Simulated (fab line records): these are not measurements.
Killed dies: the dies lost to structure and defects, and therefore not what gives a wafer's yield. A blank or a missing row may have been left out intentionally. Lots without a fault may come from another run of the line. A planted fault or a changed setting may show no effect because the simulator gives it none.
fab line records	flow sky130	part 1 of 2: steps 1 to 26 of 34
record: lots: 5	wafers: 15	lastDay: 50
route steps=708 shown VIA2@518 METAL3@532 CAPM@537
lots that met no fault: taken from a fault-free run of the same line
startH: hours from the record's opening day to when the first of the lot's shown wafers began	waitH: hours since the lot's step before	" the same as in the row above	L1.1+2: one row covering several wafers at once	- value missing, or start not given	* or withheld: withheld	< > ~ a bound
route shown NAME@n: a module of which the file shows steps, and the number in the route of the first	usual: the fault-free wafers' mean and standard deviation	same: alike in all rows	chamber/n: place in a boat	sites: the reading at each site	_std_site: their standard deviation	_edge_site: outer sites' mean less inner sites'	radiusMm: how far each site lies from the wafer's centre	mask NAME#n: copy n	behind: the most recent tool/chamber to have shaped the wafer	hold: why the lot went on hold/how many hours it stayed there/how the hold came to an end	device: which transistor (n, p or np) failed to switch	end of line: tests of these same wafers at the route's end	for a step that has no rows: nothing shown but its recipe	killed: dies that structure and defects cost at the first sort, which is not the same as the wafer's yield	map: shows each die of a wafer: x if killed, . if not, _ if none is there
set.NAME: the setting that was run; set.NAME@STEP: the one run at that earlier step	model.NAME: the simulator's own value behind a step, which no gauge read
lots at some steps of the route; a table a step, a row a wafer
services: the hour from which a tool's chamber was out of use, counted from the record's first day as startH (under 0 if before that day), plus the number of hours and why
== steps ==
step: SKY_VIA2_DEVELOP_11
recipe: developTimeS: 60	resist: KrF-thick	devTempC: 21
usual: developerTempC: 21.01/0.094	resistLineTempC: 22.98/0.11
same: developTimeS: 60
lot.wafer	tool	chamber	startH	waitH	developerTempC	resistLineTempC
L082.3	lithoTrack-03	0	-	-	20.97	22.72
L082.4	"	0	"	"	20.82	22.87
L082.6	"	0	"	"	21.02	22.95
L084.3	lithoTrack-03	0	-	-	20.99	23.06
L084.4	"	0	"	"	20.92	23.10
L084.6	"	0	"	"	20.92	22.84
L087.2	lithoTrack-04	0	-	-	21.09	22.83
L087.3	"	0	"	"	21.09	23.01
L087.5	"	0	"	"	20.99	22.96
L090.1	lithoTrack-03	0	-	-	20.94	23.23
L090.4	"	0	"	"	21.04	22.92
L090.6	"	0	"	"	20.99	22.95
L096.3	lithoTrack-03	0	-	-	20.87	22.95
L096.4	"	0	"	"	21.00	23.01
L096.6	"	0	"	"	20.98	22.87
step: SKY_VIA2_CD_MEAS_12
recipe: targetCdNm: 200
usual: cdNm: 200.2/1.5
lot.wafer	tool	chamber	startH	waitH	cdNm
L082.3	cdSem-02	-	916.32	-	200.3
L082.4	"	-	"	"	200.5
L082.6	"	-	"	"	200.2
L084.3	cdSem-02	-	919.12	-	200.3
L084.4	"	-	"	"	199.5
L084.6	"	-	"	"	199.6
L087.2	cdSem-01	-	946.07	-	202.9
L087.3	"	-	"	"	201.2
L087.5	"	-	"	"	201.4
L090.1	cdSem-02	-	963.63	-	198.9
L090.4	"	-	"	"	198.5
L090.6	"	-	"	"	200.2
L096.3	cdSem-01	-	1009.82	-	197.6
L096.4	"	-	"	"	199.3
L096.6	"	-	"	"	197.6
step: SKY_VIA2_OVL_MEAS_13
usual: VIA2_OVL: -3/4.9
lot.wafer	tool	chamber	startH	waitH	VIA2_OVL[nm]
L082.3	overlay-02	-	916.41	0.1	-16
L082.4	"	-	"	"	-7
L082.6	"	-	"	"	-10
L084.3	overlay-02	-	919.21	0.1	1
L084.4	"	-	"	"	3
L084.6	"	-	"	"	5
L087.2	overlay-01	-	946.17	0.1	0
L087.3	"	-	"	"	1
L087.5	"	-	"	"	-6
L090.1	overlay-01	-	963.75	0.1	-5
L090.4	"	-	"	"	-7
L090.6	"	-	"	"	-7
L096.3	overlay-01	-	1009.91	0.1	-6
L096.4	"	-	"	"	-4
L096.6	"	-	"	"	-3
step: SKY_VIA2_ETCH_14
recipe: chemistry: N2/H2	target: BARC	ionEnergyEv: 200	sourceW: 500	biasW: 100	pressureMtorr: 30	n2FlowSccm: 100	h2FlowSccm: 200	stopOn: SiO2	timeS: 45.9	targetDepthA: 600
usual: drypumpMotorCurrentA: 5.6/0.42	oesProductAu: 0.855/0.0045	throttleValvePct: 13.225/0.0088
lot.wafer	tool	chamber	startH	waitH	drypumpMotorCurrentA	oesProductAu	rfHoursCounterH	throttleValvePct
L082.3	rieDiel-04	2	916.43	0.0	6.1	0.854	4	13.228
L082.4	"	3	"	"	5.2	0.855	9	13.217
L082.6	"	3	"	"	5.2	0.849	-	13.242
L084.3	rieDiel-01	0	919.23	0.0	5.6	0.851	15	13.222
L084.4	"	1	"	"	4.9	0.862	20	13.224
L084.6	"	0	"	"	5.6	0.847	-	13.230
L087.2	rieDiel-04	3	946.20	0.0	5.2	0.862	10	13.209
L087.3	"	0	"	"	5.6	0.854	12	13.219
L087.5	"	3	"	"	5.2	0.850	-	13.228
L090.1	rieDiel-02	3	963.78	0.0	6.2	0.850	19	13.229
L090.4	"	2	"	"	5.9	0.852	-	13.217
L090.6	"	0	"	"	5.6	0.848	-	13.222
L096.3	rieDiel-04	0	1009.93	0.0	5.6	0.851	13	13.226
L096.4	"	2	"	"	6.1	0.854	7	13.212
L096.6	"	3	"	"	5.2	0.855	-	13.229
step: SKY_VIA2_ETCH_15
recipe: target: SiO2	chemistry: C4F8/O2/Ar	targetDepthNm: 546	stopOn: TiN	maskMaterial: KrF-thick	sourceW: 1500	biasW: 1200	pressureMtorr: 40	c4f8FlowSccm: withheld	O2_flow_sccm: 6	Ar_flow_sccm: 300	timeS: 84
usual: oesProductAu: 0.940/0.0054
lot.wafer	tool	chamber	startH	waitH	oesProductAu
L082.3	rieDiel-04	2	916.48	0.0	0.939
L082.4	"	3	"	"	0.941
L082.6	"	3	"	"	0.943
L084.3	rieDiel-01	0	919.28	0.0	0.936
L084.4	"	1	"	"	0.941
L084.6	"	0	"	"	0.945
L087.2	rieDiel-04	3	946.25	0.0	0.950
L087.3	"	0	"	"	0.940
L087.5	"	3	"	"	0.931
L090.1	rieDiel-02	3	963.83	0.0	0.937
L090.4	"	2	"	"	0.933
L090.6	"	0	"	"	0.939
L096.3	rieDiel-04	0	1009.98	0.0	0.940
L096.4	"	2	"	"	0.944
L096.6	"	3	"	"	0.934
step: SKY_VIA2_STRIP_16
recipe: chemistry: O2/N2	powerW: 1400	pressureMtorr: 1500	platenTempC: withheld	o2FlowSccm: 3000	n2FlowSccm: 300	overashFraction: 0.5
usual: drypumpMotorCurrentA: 6.0/0.33	oesProductAu: 0.399/0.0046	stripTimeToEndpointS: 4.048/0.03
lot.wafer	tool	chamber	startH	waitH	drypumpMotorCurrentA	oesProductAu	rfHoursCounterH	stripTimeToEndpointS
L082.3	plasmaAsher-03	1	916.57	0.1	5.7	0.399	-	4.096
L082.4	"	0	"	"	6.0	0.401	-	4.113
L082.6	"	0	"	"	6.0	0.402	-	4.094
L084.3	plasmaAsher-04	1	919.37	0.1	5.6	0.401	-	4.048
L084.4	"	0	"	"	5.4	0.394	-	4.042
L084.6	"	1	"	"	5.6	0.399	-	4.048
L087.2	plasmaAsher-04	1	946.31	0.0	5.6	0.401	21	4.102
L087.3	"	0	"	"	5.4	0.391	-	4.026
L087.5	"	0	"	"	5.4	0.401	-	4.102
L090.1	plasmaAsher-01	1	963.89	0.0	6.4	0.399	116	4.041
L090.4	"	0	"	"	6.2	0.400	-	4.042
L090.6	"	1	"	"	6.4	0.398	-	4.027
L096.3	plasmaAsher-01	0	1010.07	0.1	6.2	0.399	-	3.992
L096.4	"	1	"	"	6.3	0.393	-	4.044
L096.6	"	0	"	"	6.2	0.403	-	4.071
step: SKY_VIA2_STRIP_17
recipe: chemistry: postEtchResidueRemover	timeS: 1200	tempC: 72.5
lot.wafer	tool	chamber	startH	waitH
L082.3+4+6	wetBench-03	1	916.64	0.0
L084.3+4+6	wetBench-03	3	919.44	0.0
L087.2+3+5	wetBench-02	2	946.41	0.1
L090.1+4+6	wetBench-04	3	963.99	0.1
L096.3+4+6	wetBench-03	3	1010.14	0.0
step: SKY_VIA2_CLEAN_18
recipe: chemistry: IPA	timeS: 180	tempC: 25
lot.wafer	tool	chamber	startH	waitH
L082.3+4+6	wetBench-03	3	917.04	0.1
L084.3+4+6	wetBench-02	0	919.78	0.0
L087.2+3+5	wetBench-04	1	946.75	0.0
L090.1+4+6	wetBench-02	0	964.33	0.0
L096.3+4+6	wetBench-04	1	1010.48	0.0
step: SKY_VIA2_CLEAN_19
recipe: chemistry: O3/DIW	dry: n2Spin
lot.wafer	tool	chamber	startH	waitH
L082.3+4+6	wetBench-04	2	917.11	0.0
L084.3+4+6	wetBench-03	0	919.84	0.0
L087.2+3+5	wetBench-03	3	946.81	0.0
L090.1+4+6	wetBench-03	2	964.39	0.0
L096.3+4+6	wetBench-02	0	1010.54	0.0
step: SKY_VIA2_SPUTTER_20
recipe: material: TiN	targetThkNm: 20	chamberPressurePa: 5	powerW: 4000	timeS: 80
usual: throttleValvePct: 29.9/0.74
lot.wafer	tool	chamber	startH	waitH	throttleValvePct
L082.3	pvdSputter-04	-	917.20	0.0	31.1
L082.4	"	-	"	"	30.1
L082.6	"	-	"	"	31.2
L084.3	pvdSputter-02	-	919.94	0.0	30.6
L084.4	"	-	"	"	29.3
L084.6	"	-	"	"	29.4
L087.2	pvdSputter-04	-	946.99	0.0	29.3
L087.3	"	-	"	"	30.3
L087.5	"	-	"	"	29.8
L090.1	pvdSputter-02	-	964.49	0.0	29.6
L090.4	"	-	"	"	30.4
L090.6	"	-	"	"	29.4
L096.3	pvdSputter-01	-	1010.64	0.0	27.8
L096.4	"	-	"	"	30.2
L096.6	"	-	"	"	29.7
step: SKY_VIA2_CVD_21
recipe: material: W	targetThkNm: 420	timeS: 126.4	tempC: 400	pressureTorr: 40
usual: heaterPowerW: 912/96
lot.wafer	tool	chamber	startH	waitH	heaterPowerW
L082.3	cvdW-02	0	917.42	0.2	1062
L082.4	"	1	"	"	885
L082.6	"	0	"	"	1033
L084.3	cvdW-01	1	920.04	0.1	863
L084.4	"	0	"	"	791
L084.6	"	0	"	"	779
L087.2	cvdW-01	0	947.05	0.0	793
L087.3	"	1	"	"	844
L087.5	"	0	"	"	801
L090.1	cvdW-02	0	964.55	0.0	1028
L090.4	"	1	"	"	919
L090.6	"	1	"	"	885
L096.3	cvdW-02	0	1010.75	0.1	1043
L096.4	"	1	"	"	878
L096.6	"	0	"	"	1040
step: SKY_VIA2_RS_MEAS_22
recipe: thkMeasGauge: four-point-probe	reads: W_of_VIA2_CVD_21+TiN_of_VIA2_SPUTTER_20
usual: VIA2_W_RS: 0.273/0.0053
lot.wafer	tool	chamber	startH	waitH	VIA2_W_RS[ohm/sq]
L082.3	filmMetro-02	-	917.54	0.1	0.267
L082.4	"	-	"	"	0.281
L082.6	"	-	"	"	0.267
L084.3	filmMetro-03	-	920.17	0.1	0.272
L084.4	"	-	"	"	0.275
L084.6	"	-	"	"	0.275
L087.2	filmMetro-02	-	947.21	0.1	0.276
L087.3	"	-	"	"	0.275
L087.5	"	-	"	"	0.272
L090.1	filmMetro-01	-	964.68	0.1	0.268
L090.4	"	-	"	"	0.277
L090.6	"	-	"	"	0.276
L096.3	filmMetro-01	-	1010.88	0.1	0.269
L096.4	"	-	"	"	0.279
L096.6	"	-	"	"	0.267
step: SKY_VIA2_THK_MEAS_23
recipe: thkMeasGauge: xrf	reads: W_of_VIA2_CVD_21
usual: VIA2_W_THK: 422/9.6
lot.wafer	tool	chamber	startH	waitH	VIA2_W_THK[nm]
L082.3	filmMetro-02	-	917.64	0.1	431
L082.4	"	-	"	"	407
L082.6	"	-	"	"	428
L084.3	filmMetro-03	-	920.27	0.1	429
L084.4	"	-	"	"	421
L084.6	"	-	"	"	424
L087.2	filmMetro-02	-	947.32	0.1	410
L087.3	"	-	"	"	408
L087.5	"	-	"	"	418
L090.1	filmMetro-01	-	964.80	0.1	430
L090.4	"	-	"	"	413
L090.6	"	-	"	"	416
L096.3	filmMetro-01	-	1010.98	0.1	425
L096.4	"	-	"	"	413
L096.6	"	-	"	"	431
step: SKY_VIA2_CMP_24
recipe: stopOn: SiO2	tOverpolishS: 20	downForcePsi: 3.5	platenRpm: 60	targetThkNm: 0	padVelocityMS: 0.94248
usual: motorCurrentA: 11.1/1.4	overpolishRunS: 20.000/0.0083	timeToEndpointS: 104/5.2
lot.wafer	tool	chamber	startH	waitH	motorCurrentA	overpolishRunS	timeToEndpointS
L082.4	cmp-02	2	918.45	0.8	11.2	20.001	106
L082.3	"	3	"	"	8.6	20.008	99
L082.6	"	2	"	"	11.9	20.007	113
L084.3	cmp-02	0	920.41	0.1	11.5	19.996	105
L084.4	"	1	"	"	9.8	19.991	103
L084.6	"	3	"	"	8.2	20.001	98
L087.2	cmp-02	0	947.47	0.1	11.5	19.993	109
L087.3	"	1	"	"	10.4	20.004	103
L087.5	"	2	"	"	12.2	19.987	108
L090.4	cmp-01	2	964.86	0.0	11.0	19.999	100
L090.1	"	1	"	"	12.6	19.988	105
L090.6	"	3	"	"	11.0	20.009	94
L096.4	cmp-02	3	1011.07	0.1	8.3	19.994	104
L096.3	"	0	"	"	11.1	20.006	115
L096.6	"	2	"	"	11.5	19.990	114
step: SKY_METAL3_SPUTTER_00
recipe: material: Ti	targetThkNm: 15	powerW: 3000	timeS: 10	chamberPressurePa: 0.4
usual: throttleValvePct: 29.4/0.97
lot.wafer	tool	chamber	startH	waitH	throttleValvePct
L082.3	pvdSputter-02	-	918.75	0.2	30.2
L082.4	"	-	"	"	29.4
L082.6	"	-	"	"	30.4
L084.3	pvdSputter-03	-	920.61	0.1	30.7
L084.4	"	-	"	"	28.0
L084.6	"	-	"	"	28.3
L087.2	pvdSputter-03	-	947.67	0.1	30.8
L087.3	"	-	"	"	28.2
L087.5	"	-	"	"	29.1
L090.1	pvdSputter-01	-	965.16	0.1	29.8
L090.4	"	-	"	"	27.4
L090.6	"	-	"	"	30.0
L096.3	pvdSputter-01	-	1011.32	0.1	30.0
L096.4	"	-	"	"	28.0
L096.6	"	-	"	"	29.5
step: SKY_METAL3_SPUTTER_01
recipe: material: TiN	targetThkNm: 20	powerW: 6500	timeS: 16.7	chamberPressurePa: 0.4
usual: throttleValvePct: 29.4/0.95
lot.wafer	tool	chamber	startH	waitH	throttleValvePct
L082.3	pvdSputter-02	-	918.77	0.0	30.4
L082.4	"	-	"	"	29.6
L082.6	"	-	"	"	30.5
L084.3	pvdSputter-03	-	920.63	0.0	30.4
L084.4	"	-	"	"	28.0
L084.6	"	-	"	"	28.5
L087.2	pvdSputter-03	-	947.69	0.0	30.9
L087.3	"	-	"	"	28.6
L087.5	"	-	"	"	29.0
L090.1	pvdSputter-01	-	965.18	0.0	29.8
L090.4	"	-	"	"	27.9
L090.6	"	-	"	"	29.8
L096.3	pvdSputter-01	-	1011.34	0.0	29.7
L096.4	"	-	"	"	27.8
L096.6	"	-	"	"	29.9
step: SKY_METAL3_SPUTTER_02
recipe: material: AlCu	targetThkNm: 735	powerW: 10600	timeS: 39.1	chamberPressurePa: 0.4
usual: throttleValvePct: 29.4/0.98
lot.wafer	tool	chamber	startH	waitH	throttleValvePct
L082.3	pvdSputter-02	-	918.80	0.0	30.4
L082.4	"	-	"	"	29.4
L082.6	"	-	"	"	30.4
L084.3	pvdSputter-03	-	920.66	0.0	30.8
L084.4	"	-	"	"	28.2
L084.6	"	-	"	"	28.3
L087.2	pvdSputter-03	-	947.71	0.0	30.7
L087.3	"	-	"	"	28.5
L087.5	"	-	"	"	29.0
L090.1	pvdSputter-01	-	965.21	0.0	29.9
L090.4	"	-	"	"	27.8
L090.6	"	-	"	"	29.9
L096.3	pvdSputter-01	-	1011.36	0.0	30.1
L096.4	"	-	"	"	27.7
L096.6	"	-	"	"	29.8
step: SKY_METAL3_SPUTTER_03
recipe: material: Ti	targetThkNm: 5	powerW: 3000	timeS: 3.3	chamberPressurePa: 0.4
usual: throttleValvePct: 29.4/1
lot.wafer	tool	chamber	startH	waitH	throttleValvePct
L082.3	pvdSputter-02	-	918.84	0.0	30.3
L082.4	"	-	"	"	29.4
L082.6	"	-	"	"	30.3
L084.3	pvdSputter-03	-	920.69	0.0	30.8
L084.4	"	-	"	"	28.2
L084.6	"	-	"	"	28.2
L087.2	pvdSputter-03	-	947.75	0.0	30.5
L087.3	"	-	"	"	28.5
L087.5	"	-	"	"	29.1
L090.1	pvdSputter-01	-	965.25	0.0	29.9
L090.4	"	-	"	"	28.0
L090.6	"	-	"	"	30.1
L096.3	pvdSputter-01	-	1011.40	0.0	29.9
L096.4	"	-	"	"	27.5
L096.6	"	-	"	"	30.1
step: SKY_METAL3_SPUTTER_04
recipe: material: TiN	targetThkNm: 70	powerW: 6500	timeS: 58.3	chamberPressurePa: 0.4
usual: throttleValvePct: 29.4/0.97
lot.wafer	tool	chamber	startH	waitH	throttleValvePct
L082.3	pvdSputter-02	-	918.86	0.0	30.1
L082.4	"	-	"	"	29.4
L082.6	"	-	"	"	30.2
L084.3	pvdSputter-03	-	920.71	0.0	30.7
L084.4	"	-	"	"	27.6
L084.6	"	-	"	"	28.0
L087.2	pvdSputter-03	-	947.77	0.0	30.7
L087.3	"	-	"	"	28.4
L087.5	"	-	"	"	29.1
L090.1	pvdSputter-01	-	965.27	0.0	29.8
L090.4	"	-	"	"	27.9
L090.6	"	-	"	"	29.9
L096.3	pvdSputter-01	-	1011.42	0.0	29.7
L096.4	"	-	"	"	28.0
L096.6	"	-	"	"	29.6
step: SKY_CAPM_CVD_00
recipe: material: SiO2	targetThkNm: 15.5	tempC: 400	timeS: withheld	rfW: 450
usual: heaterPowerW: 712/120
lot.wafer	tool	chamber	startH	waitH	heaterPowerW
L082.3	pecvd-01	1	918.91	0.0	942
L082.4	"	2	"	"	718
L082.6	"	1	"	"	936
L084.3	pecvd-04	0	920.76	0.0	601
L084.4	"	1	"	"	657
L084.6	"	2	"	"	923
L087.2	pecvd-04	0	947.82	0.0	581
L087.3	"	1	"	"	639
L087.5	"	1	"	"	613
L090.1	pecvd-03	0	965.31	0.0	655
L090.4	"	0	"	"	681
L090.6	"	0	"	"	662
L096.3	pecvd-03	0	1011.47	0.0	599
L096.4	"	0	"	"	593
L096.6	"	1	"	"	752
step: SKY_CAPM_THK_MEAS_01
recipe: reads: SiO2_of_CAPM_CVD_00
usual: CAPM_CVD_00_THK: 15.51/0.27
lot.wafer	tool	chamber	startH	waitH	CAPM_CVD_00_THK[nm]
L082.3	filmMetro-02	-	918.95	-	15.51
L082.4	"	-	"	"	15.64
L082.6	"	-	"	"	15.59
L084.3	filmMetro-02	-	920.80	-	15.55
L084.4	"	-	"	"	15.76
L084.6	"	-	"	"	15.47
L087.2	filmMetro-03	-	947.85	-	15.72
L087.3	"	-	"	"	15.33
L087.5	"	-	"	"	15.73
L090.1	filmMetro-04	-	965.35	-	15.28
L090.4	"	-	"	"	15.55
L090.6	"	-	"	"	15.70
L096.3	filmMetro-04	-	1011.51	-	15.27
L096.4	"	-	"	"	15.50
L096.6	"	-	"	"	15.40
step: SKY_CAPM_SPUTTER_02
recipe: material: TiN	targetThkNm: 200	tempC: 300	powerW: 6500	timeS: 166.7	chamberPressurePa: 0.4
usual: throttleValvePct: 29.6/0.95
lot.wafer	tool	chamber	startH	waitH	throttleValvePct
L082.3	pvdSputter-03	-	918.99	0.0	28.0
L082.4	"	-	"	"	29.0
L082.6	"	-	"	"	27.9
L084.3	pvdSputter-02	-	920.84	0.0	29.4
L084.4	"	-	"	"	30.3
L084.6	"	-	"	"	29.4
L087.2	pvdSputter-04	-	947.90	0.0	30.7
L087.3	"	-	"	"	29.8
L087.5	"	-	"	"	30.3
L090.1	pvdSputter-03	-	965.41	0.1	28.0
L090.4	"	-	"	"	30.7
L090.6	"	-	"	"	27.9
L096.3	pvdSputter-04	-	1011.55	0.0	31.0
L096.4	"	-	"	"	29.5
L096.6	"	-	"	"	29.4
step: SKY_CAPM_RS_MEAS_03
recipe: thkMeasGauge: four-point-probe	reads: TiN_of_CAPM_SPUTTER_02
usual: CAPM_TIN_RS: 6.95/0.069
lot.wafer	tool	chamber	startH	waitH	CAPM_TIN_RS[ohm/sq]
L082.3	filmMetro-04	-	919.14	0.1	6.87
L082.4	"	-	"	"	6.89
L082.6	"	-	"	"	6.92
L084.3	filmMetro-02	-	920.99	0.1	6.93
L084.4	"	-	"	"	6.92
L084.6	"	-	"	"	6.95
L087.2	filmMetro-02	-	948.03	0.1	6.98
L087.3	"	-	"	"	6.90
L087.5	"	-	"	"	6.86
L090.1	filmMetro-02	-	965.52	0.1	6.84
L090.4	"	-	"	"	6.90
L090.6	"	-	"	"	6.86
L096.3	filmMetro-03	-	1011.70	0.1	7.08
L096.4	"	-	"	"	6.91
L096.6	"	-	"	"	6.95
step: SKY_CAPM_THK_MEAS_04
recipe: thkMeasGauge: xrf	reads: TiN_of_CAPM_SPUTTER_02
usual: CAPM_TIN_THK: 200.1/2.1
lot.wafer	tool	chamber	startH	waitH	CAPM_TIN_THK[nm]
L082.3	filmMetro-04	-	919.24	0.1	201.8
L082.4	"	-	"	"	201.4
L082.6	"	-	"	"	200.9
L084.3	filmMetro-02	-	921.09	0.1	200.2
L084.4	"	-	"	"	200.8
L084.6	"	-	"	"	199.4
L087.2	filmMetro-02	-	948.14	0.1	197.4
L087.3	"	-	"	"	199.5
L087.5	"	-	"	"	201.2
L090.1	filmMetro-02	-	965.64	0.1	202.3
L090.4	"	-	"	"	200.1
L090.6	"	-	"	"	200.7
L096.3	filmMetro-03	-	1011.80	0.1	196.7
L096.4	"	-	"	"	202.1
L096.6	"	-	"	"	200.5
step: SKY_CAPM_DEHYDRATE_05
recipe: tempC: 200	timeS: 60
usual: resistLineTempC: 22.98/0.11
lot.wafer	tool	chamber	startH	waitH	resistLineTempC
L082.3	lithoTrack-01	0	931.04	11.8	22.93
L082.4	"	0	"	"	23.12
L082.6	"	0	"	"	22.98
L084.3	lithoTrack-03	0	932.98	11.9	23.09
L084.4	"	0	"	"	23.06
L084.6	"	0	"	"	23.05
L087.2	lithoTrack-02	0	959.93	11.8	22.88
L087.3	"	0	"	"	22.94
L087.5	"	0	"	"	23.01
L090.1	lithoTrack-02	0	976.56	10.9	23.06
L090.4	"	0	"	"	22.87
L090.6	"	0	"	"	23.04
L096.3	lithoTrack-02	0	1021.81	10.0	22.90
L096.4	"	0	"	"	22.81
L096.6	"	0	"	"	22.79
step: SKY_CAPM_HMDS_06
recipe: primeTimeS: 60	primeTempC: 120
usual: resistLineTempC: 23.01/0.11
lot.wafer	tool	chamber	startH	waitH	resistLineTempC
L082.3	lithoTrack-01	0	931.19	0.1	23.02
L082.4	"	0	"	"	22.93
L082.6	"	0	"	"	22.94
L084.3	lithoTrack-03	0	933.13	0.1	23.08
L084.4	"	0	"	"	22.98
L084.6	"	0	"	"	23.12
L087.2	lithoTrack-02	0	960.08	0.1	23.14
L087.3	"	0	"	"	22.97
L087.5	"	0	"	"	23.00
L090.1	lithoTrack-02	0	976.71	0.1	22.92
L090.4	"	0	"	"	22.99
L090.6	"	0	"	"	23.04
L096.3	lithoTrack-02	0	1021.96	0.1	23.13
L096.4	"	0	"	"	23.09
L096.6	"	0	"	"	22.98
